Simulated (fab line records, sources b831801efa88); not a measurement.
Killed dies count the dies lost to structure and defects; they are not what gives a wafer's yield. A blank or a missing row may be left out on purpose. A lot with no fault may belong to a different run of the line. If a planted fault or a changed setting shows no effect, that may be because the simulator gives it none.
Which of the tools did it? / flow gf180mcu / Sampling: 13 lots, 39 wafers, 6 of 602 route steps

WHAT THE GAUGES SHOWED, per wafer
GF_STI_BOW_MEAS_00.
lot=L831; measured=day 1 10:01; on=film metro-01; INCOMING_BOW (um)=-3 -5 -3
lot=L834; measured=day 2 01:00; on=film metro-03; INCOMING_BOW (um)=9 10 -6
lot=L835; measured=day 2 06:01; on=film metro-04; INCOMING_BOW (um)=0 1 2
lot=L836; measured=day 2 11:00; on=film metro-03; INCOMING_BOW (um)=-10 7 5
lot=L837; measured=day 2 16:00; on=film metro-01; INCOMING_BOW (um)=2 0 -3
lot=L838; measured=day 2 21:00; on=film metro-01; INCOMING_BOW (um)=6 6 -1
lot=L840; measured=day 3 07:02; on=film metro-01; INCOMING_BOW (um)=-13 -5 11
lot=L841; measured=day 3 12:00; on=film metro-01; INCOMING_BOW (um)=-8 1 6
lot=L842; measured=day 3 17:01; on=film metro-04; INCOMING_BOW (um)=-4 9 -8
lot=L844; measured=day 4 03:02; on=film metro-04; INCOMING_BOW (um)=0 -4 8
lot=L846; measured=day 4 13:04; on=film metro-04; INCOMING_BOW (um)=0 -9 0
lot=L851; measured=day 5 14:01; on=film metro-01; INCOMING_BOW (um)=1 6 -3
lot=L854; measured=day 6 05:00; on=film metro-01; INCOMING_BOW (um)=3 11 0

GF_HV_LDD_THK_MEAS_57.
lot=L831; measured=day 12 20:49; on=film metro-01; HV_LDD_CVD_56_THK (nm)=89.9 89.4 90.2
lot=L834; measured=day 14 02:05; on=film metro-01; HV_LDD_CVD_56_THK (nm)=89.8 90.4 91.2
lot=L835; measured=day 14 03:14; on=film metro-01; HV_LDD_CVD_56_THK (nm)=89.5 88.8 89.1
lot=L836; measured=day 14 08:24; on=film metro-02; HV_LDD_CVD_56_THK (nm)=91.6 91.1 90.7
lot=L837; measured=day 15 02:44; on=film metro-02; HV_LDD_CVD_56_THK (nm)=90.2 91.1 91.5
lot=L838; measured=day 15 05:09; on=film metro-01; HV_LDD_CVD_56_THK (nm)=89.7 89.4 89.4
lot=L840; measured=day 15 15:06; on=film metro-02; HV_LDD_CVD_56_THK (nm)=90.4 90.2 90.0
lot=L841; measured=day 16 01:31; on=film metro-02; HV_LDD_CVD_56_THK (nm)=89.5 89.3 89.5
lot=L842; measured=day 16 09:34; on=film metro-04; HV_LDD_CVD_56_THK (nm)=90.4 90.7 89.8
lot=L844; measured=day 17 04:46; on=film metro-01; HV_LDD_CVD_56_THK (nm)=84.6 84.3 84.2
lot=L846; measured=day 17 22:28; on=film metro-02; HV_LDD_CVD_56_THK (nm)=85.5 85.4 84.8
lot=L851; measured=day 20 00:04; on=film metro-02; HV_LDD_CVD_56_THK (nm)=90.1 89.2 90.2
lot=L854; measured=day 20 21:07; on=film metro-04; HV_LDD_CVD_56_THK (nm)=89.8 89.6 89.7

GF_SAB_CD_MEAS_09: the cd target is 420 nm.
lot=L831; measured=day 15 11:35; on=cd sem-02; cd nm (nm)=421.8 420.4 420.4
lot=L834; measured=day 16 19:22; on=cd sem-01; cd nm (nm)=423.0 422.9 423.7
lot=L835; measured=day 16 21:30; on=cd sem-01; cd nm (nm)=420.7 423.2 419.9
lot=L836; measured=day 17 02:46; on=cd sem-01; cd nm (nm)=422.9 422.2 422.1
lot=L837; measured=day 17 22:59; on=cd sem-01; cd nm (nm)=422.9 423.1 422.6
lot=L838; measured=day 18 03:04; on=cd sem-01; cd nm (nm)=418.4 418.7 415.2
lot=L840; measured=day 18 13:46; on=cd sem-01; cd nm (nm)=419.8 419.8 417.8
lot=L841; measured=day 19 01:46; on=cd sem-02; cd nm (nm)=421.6 421.2 421.7
lot=L842; measured=day 19 09:08; on=cd sem-02; cd nm (nm)=422.5 424.2 421.9
lot=L844; measured=day 20 07:27; on=cd sem-02; cd nm (nm)=419.5 419.9 421.2
lot=L846; measured=day 21 00:03; on=cd sem-02; cd nm (nm)=413.5 416.0 415.5
lot=L851; measured=day 23 01:41; on=cd sem-01; cd nm (nm)=420.1 422.7 421.0
lot=L854; measured=day 23 20:46; on=cd sem-02; cd nm (nm)=417.2 417.4 417.6

GF_M1_CD_MEAS_14: the cd target is 230 nm.
lot=L831; measured=day 17 11:37; on=cd sem-01; cd nm (nm)=232.0 230.2 230.5
lot=L834; measured=day 18 22:22; on=cd sem-02; cd nm (nm)=229.1 228.4 228.6
lot=L835; measured=day 18 23:32; on=cd sem-01; cd nm (nm)=231.1 231.2 232.1
lot=L836; measured=day 19 06:17; on=cd sem-02; cd nm (nm)=230.5 231.0 231.1
lot=L837; measured=day 20 02:55; on=cd sem-01; cd nm (nm)=230.9 231.5 231.0
lot=L838; measured=day 20 06:50; on=cd sem-01; cd nm (nm)=230.1 230.7 230.9
lot=L840; measured=day 20 18:19; on=cd sem-01; cd nm (nm)=230.7 230.9 230.4
lot=L841; measured=day 21 07:41; on=cd sem-01; cd nm (nm)=228.1 229.8 229.5
lot=L842; measured=day 21 13:01; on=cd sem-02; cd nm (nm)=231.2 231.4 231.9
lot=L844; measured=day 22 11:13; on=cd sem-02; cd nm (nm)=228.8 228.5 229.7
lot=L846; measured=day 23 03:37; on=cd sem-02; cd nm (nm)=230.4 230.2 230.1
lot=L851; measured=day 25 02:00; on=cd sem-01; cd nm (nm)=230.7 230.4 229.9
lot=L854; measured=day 25 21:29; on=cd sem-01; cd nm (nm)=229.6 230.1 230.9

WHICH TOOL RAN EACH LOT (tool, then ch and the chambers of the sampled wafers, then the start)
lot=L831; GF_HV_LDD_CVD_56=lpcvd-01 ch 0, day 12 19:23; GF_HV_LDD_ETCHBACK_58=rie diel-04 ch 2,3, day 12 20:52
lot=L834; GF_HV_LDD_CVD_56=lpcvd-01 ch 0, day 14 00:40; GF_HV_LDD_ETCHBACK_58=rie diel-02 ch 1,2, day 14 02:09
lot=L835; GF_HV_LDD_CVD_56=lpcvd-02 ch 0, day 14 01:47; GF_HV_LDD_ETCHBACK_58=rie diel-04 ch 0,1, day 14 03:17
lot=L836; GF_HV_LDD_CVD_56=lpcvd-02 ch 0, day 14 06:58; GF_HV_LDD_ETCHBACK_58=rie diel-02 ch 0,1,3, day 14 08:28
lot=L837; GF_HV_LDD_CVD_56=lpcvd-02 ch 0, day 15 01:18; GF_HV_LDD_ETCHBACK_58=rie diel-01 ch 0,1,2, day 15 02:47
lot=L838; GF_HV_LDD_CVD_56=lpcvd-01 ch 1, day 15 03:43; GF_HV_LDD_ETCHBACK_58=rie diel-02 ch 2,3, day 15 05:13
lot=L840; GF_HV_LDD_CVD_56=lpcvd-01 ch 0, day 15 13:40; GF_HV_LDD_ETCHBACK_58=rie diel-04 ch 2,3, day 15 15:08
lot=L841; GF_HV_LDD_CVD_56=lpcvd-01 ch 1, day 16 00:05; GF_HV_LDD_ETCHBACK_58=rie diel-02 ch 0,1,3, day 16 01:34
lot=L842; GF_HV_LDD_CVD_56=lpcvd-02 ch 0, day 16 08:07; GF_HV_LDD_ETCHBACK_58=rie diel-04 ch 0,1,3, day 16 09:37
lot=L844; GF_HV_LDD_CVD_56=lpcvd-01 ch 1, day 17 03:19; GF_HV_LDD_ETCHBACK_58=rie diel-02 ch 0,2,3, day 17 04:48
lot=L846; GF_HV_LDD_CVD_56=lpcvd-01 ch 1, day 17 21:01; GF_HV_LDD_ETCHBACK_58=rie diel-04 ch 0,1,2, day 17 22:31
lot=L851; GF_HV_LDD_CVD_56=lpcvd-02 ch 0, day 19 22:37; GF_HV_LDD_ETCHBACK_58=rie diel-01 ch 1,2, day 20 00:07
lot=L854; GF_HV_LDD_CVD_56=lpcvd-01 ch 0, day 20 19:41; GF_HV_LDD_ETCHBACK_58=rie diel-01 ch 0,1,2, day 20 21:10
- GF_HV_LDD_CVD_56: deposits Si3N4 from DCS/NH3, target thk 90 nm, time 1543 s.
- GF_HV_LDD_ETCHBACK_58: etches Si3N4 in CH3F/O2, stops on SiO2, time 100 s, target depth 90 nm.

AS READ BY THE TOOLS THEMSELVES (means over the sampled wafers that have a number; for cases with no such wafer, the mark the record gives instead)
GF_HV_LDD_ETCHBACK_58.
lot=L831; tool=rie diel-04; bias w (W)=79.87; drypump motor current A (A)=5.4; oes product au (a.u.)=0.836; rf fwd power W (W)=397.4; throttle valve pct (%)=10.553
lot=L834; tool=rie diel-02; bias w (W)=80.37; drypump motor current A (A)=4.8; oes product au (a.u.)=0.841; rf fwd power W (W)=397.8; throttle valve pct (%)=10.561
lot=L835; tool=rie diel-04; bias w (W)=79.86; drypump motor current A (A)=5.5; oes product au (a.u.)=0.837; rf fwd power W (W)=397.4; throttle valve pct (%)=10.564
lot=L836; tool=rie diel-02; bias w (W)=80.02; drypump motor current A (A)=5.3; oes product au (a.u.)=0.844; rf fwd power W (W)=397.6; throttle valve pct (%)=10.556
lot=L837; tool=rie diel-01; bias w (W)=80.04; drypump motor current A (A)=5.8; oes product au (a.u.)=0.844; rf fwd power W (W)=396.6; throttle valve pct (%)=10.560
lot=L838; tool=rie diel-02; bias w (W)=80.01; drypump motor current A (A)=5.1; oes product au (a.u.)=0.836; rf fwd power W (W)=395.5; throttle valve pct (%)=10.562
lot=L840; tool=rie diel-04; bias w (W)=79.98; drypump motor current A (A)=5.4; oes product au (a.u.)=0.842; rf fwd power W (W)=398.1; throttle valve pct (%)=10.561
lot=L841; tool=rie diel-02; bias w (W)=80.17; drypump motor current A (A)=5.3; oes product au (a.u.)=0.842; rf fwd power W (W)=397.2; throttle valve pct (%)=10.555
lot=L842; tool=rie diel-04; bias w (W)=79.90; drypump motor current A (A)=5.4; oes product au (a.u.)=0.845; rf fwd power W (W)=396.9; throttle valve pct (%)=10.563
lot=L844; tool=rie diel-02; bias w (W)=80.08; drypump motor current A (A)=5.4; oes product au (a.u.)=0.813; rf fwd power W (W)=395.1; throttle valve pct (%)=10.554
lot=L846; tool=rie diel-04; bias w (W)=79.95; drypump motor current A (A)=5.6; oes product au (a.u.)=0.818; rf fwd power W (W)=397.6; throttle valve pct (%)=10.559
lot=L851; tool=rie diel-01; bias w (W)=80.21; drypump motor current A (A)=5.8; oes product au (a.u.)=0.840; rf fwd power W (W)=398.5; throttle valve pct (%)=10.557
lot=L854; tool=rie diel-01; bias w (W)=79.74; drypump motor current A (A)=5.8; oes product au (a.u.)=0.841; rf fwd power W (W)=397.2; throttle valve pct (%)=10.562

THE ANSWER, worked out from the rows above alone
Rule: the usual values come from the lots themselves. The widest of any qualifying gaps counts: lots, ordered by their means at a reading, are off when they make up no more than a third of the lots, leave a main group of 4 or more, and stand apart from it by 3 or more times the standard deviation of that group's means. A main group is skipped when, at the precision printed for the reading in the tables above, its means are all equal. A lot without any number at a reading at which 4 lots or more have one is off too. Any other lot the step has rows for is counted as sound. First the gauges in route order, then the tools' own readings, where a lot's mean is used as printed above. At the first step where some lot is off, the reading lying furthest off is the one used; lots without a number count as furthest.
Off: at GF_HV_LDD_THK_MEAS_57 (HV_LDD_CVD_56_THK), L844, L846. Main group: mean 90.0 nm, sd 0.6.
A tool fits if, at a process step before that reading, it ran every lot that is off, and no sound lot after the first of them. The gauges at GF_HV_LDD_THK_MEAS_57 aren't tried: what is off there is off at GF_HV_LDD_ETCHBACK_58 too, on other tools, and a gauge's error can't cause that. None of those tried fits.

WHAT THE SIMULATOR HAD INSERTED
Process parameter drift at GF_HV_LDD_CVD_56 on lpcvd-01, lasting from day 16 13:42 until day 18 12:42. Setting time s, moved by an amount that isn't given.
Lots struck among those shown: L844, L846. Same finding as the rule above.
